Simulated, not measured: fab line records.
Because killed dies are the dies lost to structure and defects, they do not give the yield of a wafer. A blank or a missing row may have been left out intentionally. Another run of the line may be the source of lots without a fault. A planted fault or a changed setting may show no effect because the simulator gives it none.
Which tool was responsible? / flow sky130 / 24 wafers from 8 lots sampled at 6 of the route's 708 steps

WHAT THE GAUGES SHOWED, per wafer
SKY_FIELD_ISO_BOW_MEAS_00. Usual: INCOMING_BOW 0 um, standard deviation 6.7.
lot=L112; measured=day 1 10:01; on=film metro-02; INCOMING_BOW (um)=-6 -11 4; flag=
lot=L113; measured=day 1 15:00; on=film metro-02; INCOMING_BOW (um)=-4 0 11; flag=
lot=L123; measured=day 3 17:02; on=film metro-04; INCOMING_BOW (um)=6 -2 -3; flag=
lot=L125; measured=day 4 03:01; on=film metro-02; INCOMING_BOW (um)=10 -13 -2; flag=
lot=L126; measured=day 4 08:00; on=film metro-02; INCOMING_BOW (um)=4 3 3; flag=
lot=L127; measured=day 4 13:00; on=film metro-01; INCOMING_BOW (um)=-2 2 10; flag=
lot=L132; measured=day 5 14:02; on=film metro-01; INCOMING_BOW (um)=-7 3 14; flag=
lot=L135; measured=day 6 05:00; on=film metro-04; INCOMING_BOW (um)=-14 3 -6; flag=

SKY_PWDE_TW_MEAS_10. Usual: PWDE_TW 373.2, standard deviation 2.
lot=L112; measured=day 4 00:19; on=film metro-03; PWDE_TW=373.8 374.1 372.9; flag=
lot=L113; measured=day 4 05:52; on=film metro-03; PWDE_TW=372.0 374.8 375.4; flag=
lot=L123; measured=day 6 22:09; on=film metro-01; PWDE_TW=383.9 382.5 383.5 381.4 380.4 382.5; flag=OFF
lot=L125; measured=day 7 01:52; on=film metro-01; PWDE_TW=385.8 386.4 385.9 386.6 386.0 386.7; flag=OFF
lot=L126; measured=day 7 08:52; on=film metro-03; PWDE_TW=375.3 373.4 376.4; flag=
lot=L127; measured=day 7 15:02; on=film metro-03; PWDE_TW=373.3 375.3 373.5; flag=
lot=L132; measured=day 8 18:51; on=film metro-03; PWDE_TW=372.7 372.8 374.6; flag=
lot=L135; measured=day 9 13:32; on=film metro-02; PWDE_TW=372.3 371.2 369.4; flag=

SKY_NWELL_RS_MEAS_31: uses a four-point probe to measure. Usual: PWDE_RS 5271 ohm/sq, standard deviation 18.
lot=L112; measured=day 5 11:41; on=film metro-03; PWDE_RS (ohm/sq)=5290 5283 5283; flag=
lot=L113; measured=day 5 17:40; on=film metro-03; PWDE_RS (ohm/sq)=5276 5280 5275; flag=
lot=L123; measured=day 8 15:24; on=film metro-03; PWDE_RS (ohm/sq)=4899 4891 4887 4886 4874 4895; flag=OFF
lot=L125; measured=day 8 19:39; on=film metro-03; PWDE_RS (ohm/sq)=4889 4899 4888 4900 4890 4883; flag=OFF
lot=L126; measured=day 9 03:01; on=film metro-03; PWDE_RS (ohm/sq)=5287 5282 5274; flag=
lot=L127; measured=day 9 09:55; on=film metro-01; PWDE_RS (ohm/sq)=5304 5292 5263; flag=
lot=L132; measured=day 10 15:48; on=film metro-03; PWDE_RS (ohm/sq)=5263 5248 5238; flag=
lot=L135; measured=day 11 12:20; on=film metro-02; PWDE_RS (ohm/sq)=5287 5280 5274; flag=

SKY_VT_ADJUST_LVTN_OVL_MEAS_07. Usual: VT_ADJUST_LVTN_OVL 1.2 nm, standard deviation 1.1.
lot=L112; measured=day 7 02:06; on=overlay-02; VT_ADJUST_LVTN_OVL (nm)=0.6 1.3 1.0; flag=
lot=L113; measured=day 7 08:49; on=overlay-02; VT_ADJUST_LVTN_OVL (nm)=0.6 -1.9 2.8; flag=
lot=L123; measured=day 10 11:01; on=overlay-02; VT_ADJUST_LVTN_OVL (nm)=1.0 1.5 0.0; flag=
lot=L125; measured=day 10 16:59; on=overlay-02; VT_ADJUST_LVTN_OVL (nm)=1.2 0.6 2.2; flag=
lot=L126; measured=day 11 00:09; on=overlay-02; VT_ADJUST_LVTN_OVL (nm)=1.7 1.2 0.2; flag=
lot=L127; measured=day 11 06:09; on=overlay-01; VT_ADJUST_LVTN_OVL (nm)=-0.8 1.5 -0.2; flag=
lot=L132; measured=day 12 15:55; on=overlay-02; VT_ADJUST_LVTN_OVL (nm)=1.0 0.3 -0.4; flag=
lot=L135; measured=day 13 13:47; on=overlay-02; VT_ADJUST_LVTN_OVL (nm)=3.3 2.5 0.0; flag=

SKY_VT_ADJUST_LVTN_TW_MEAS_10. Usual: VT_ADJUST_LVTN_TW 240.2, standard deviation 2.1.
lot=L112; measured=day 7 02:23; on=film metro-01; VT_ADJUST_LVTN_TW=241.2 242.1 242.5; flag=
lot=L113; measured=day 7 09:07; on=film metro-04; VT_ADJUST_LVTN_TW=237.9 238.2 237.5; flag=
lot=L123; measured=day 10 11:19; on=film metro-01; VT_ADJUST_LVTN_TW=241.9 241.3 242.0; flag=
lot=L125; measured=day 10 17:16; on=film metro-04; VT_ADJUST_LVTN_TW=237.7 236.9 238.0; flag=
lot=L126; measured=day 11 00:26; on=film metro-01; VT_ADJUST_LVTN_TW=240.8 239.6 241.1; flag=
lot=L127; measured=day 11 06:26; on=film metro-03; VT_ADJUST_LVTN_TW=239.1 239.5 239.4; flag=
lot=L132; measured=day 12 16:13; on=film metro-03; VT_ADJUST_LVTN_TW=240.0 241.1 241.8; flag=
lot=L135; measured=day 13 14:05; on=film metro-04; VT_ADJUST_LVTN_TW=237.1 236.5 237.1; flag=

WHAT TOOL EACH LOT RAN ON (gives the tool, then ch and the chambers of the sampled wafers, and finally the start)
lot=L112; SKY_PWDE_IMPLANT_08=implanter-04 ch 0, day 4 00:05
lot=L113; SKY_PWDE_IMPLANT_08=implanter-02 ch 0, day 4 05:37
lot=L123; SKY_PWDE_IMPLANT_08=implanter-01 ch 0, day 6 21:56
lot=L125; SKY_PWDE_IMPLANT_08=implanter-01 ch 0, day 7 01:38
lot=L126; SKY_PWDE_IMPLANT_08=implanter-04 ch 0, day 7 08:37
lot=L127; SKY_PWDE_IMPLANT_08=implanter-04 ch 0, day 7 14:47
lot=L132; SKY_PWDE_IMPLANT_08=implanter-02 ch 0, day 8 18:38
lot=L135; SKY_PWDE_IMPLANT_08=implanter-02 ch 0, day 9 13:17
- SKY_PWDE_IMPLANT_08

WHAT THE TOOLS THEMSELVES READ (means of the sampled wafers that have a number; where no wafer has one, the mark that the record gives instead)
SKY_PWDE_IMPLANT_08. Usual: beam on s 9.97 s, standard deviation 0.2; end station pressure torr 5.01e-06 Torr, standard deviation 2.5e-07; faraday current uA 20.4, standard deviation 0.42.
lot=L112; tool=implanter-04; beam on s (s)=10.03; end station pressure torr (Torr)=5.28e-06; faraday current uA=20.3; flag=
lot=L113; tool=implanter-02; beam on s (s)=9.90; end station pressure torr (Torr)=5.00e-06; faraday current uA=20.5; flag=
lot=L123; tool=implanter-01; beam on s (s)=11.11; end station pressure torr (Torr)=6.50e-05; faraday current uA=17.8; flag=OFF
lot=L125; tool=implanter-01; beam on s (s)=11.30; end station pressure torr (Torr)=6.59e-05; faraday current uA=17.4; flag=OFF
lot=L126; tool=implanter-04; beam on s (s)=10.02; end station pressure torr (Torr)=5.24e-06; faraday current uA=20.3; flag=
lot=L127; tool=implanter-04; beam on s (s)=9.85; end station pressure torr (Torr)=5.13e-06; faraday current uA=20.6; flag=
lot=L132; tool=implanter-02; beam on s (s)=9.90; end station pressure torr (Torr)=5.18e-06; faraday current uA=20.5; flag=
lot=L135; tool=implanter-02; beam on s (s)=10.11; end station pressure torr (Torr)=4.92e-06; faraday current uA=20.1; flag=

THE ANSWER, worked out from the rows above alone
Rule: a lot is off if the mean of its wafers that have a number lies more than 3 standard deviations from the usual mean. A lot without any number at a reading at which 4 lots or more have one is off too. Where the step has rows for the other lots, those lots are counted as sound. First the gauges in route order, then the tools' own readings, where a lot's mean is used as printed above. The first step at which some lot is off is used, and at that step the reading that is off furthest; a lot without a number counts as furthest.
Off: L123, L125, at SKY_PWDE_TW_MEAS_10 (PWDE_TW).
A tool fits if, at a process step before that reading, it ran every lot that is off, and no sound lot after the first of them. The gauges at SKY_PWDE_TW_MEAS_10 aren't tried: what is off there is off at SKY_NWELL_RS_MEAS_31 too, on other tools, and a gauge's error can't cause that. One fits: SKY_PWDE_IMPLANT_08 on implanter-01. It ran no sound lot before its first lot that is off in this sample, so the start can't be narrowed down.
The tool's own readings at SKY_PWDE_IMPLANT_08 bear it out: on the lots that are off they differ by more than 5 times the standard deviation of the sound lots' means. beam on s reads 11.21 s there against 9.97 s on the sound lots; end station pressure torr reads 6.54e-05 Torr there against 5.13e-06 Torr on the sound lots; faraday current uA reads 17.6 there against 20.4 on the sound lots.

WHAT THE SIMULATOR HAD INSERTED
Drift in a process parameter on implanter-01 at SKY_PWDE_IMPLANT_08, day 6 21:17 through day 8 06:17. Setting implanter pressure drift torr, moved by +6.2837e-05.
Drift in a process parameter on implanter-01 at SKY_PWDE_IMPLANT_08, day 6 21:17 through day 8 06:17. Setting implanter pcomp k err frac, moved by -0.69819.
Struck lots among those shown: L123, L125. Same finding as the rule above.
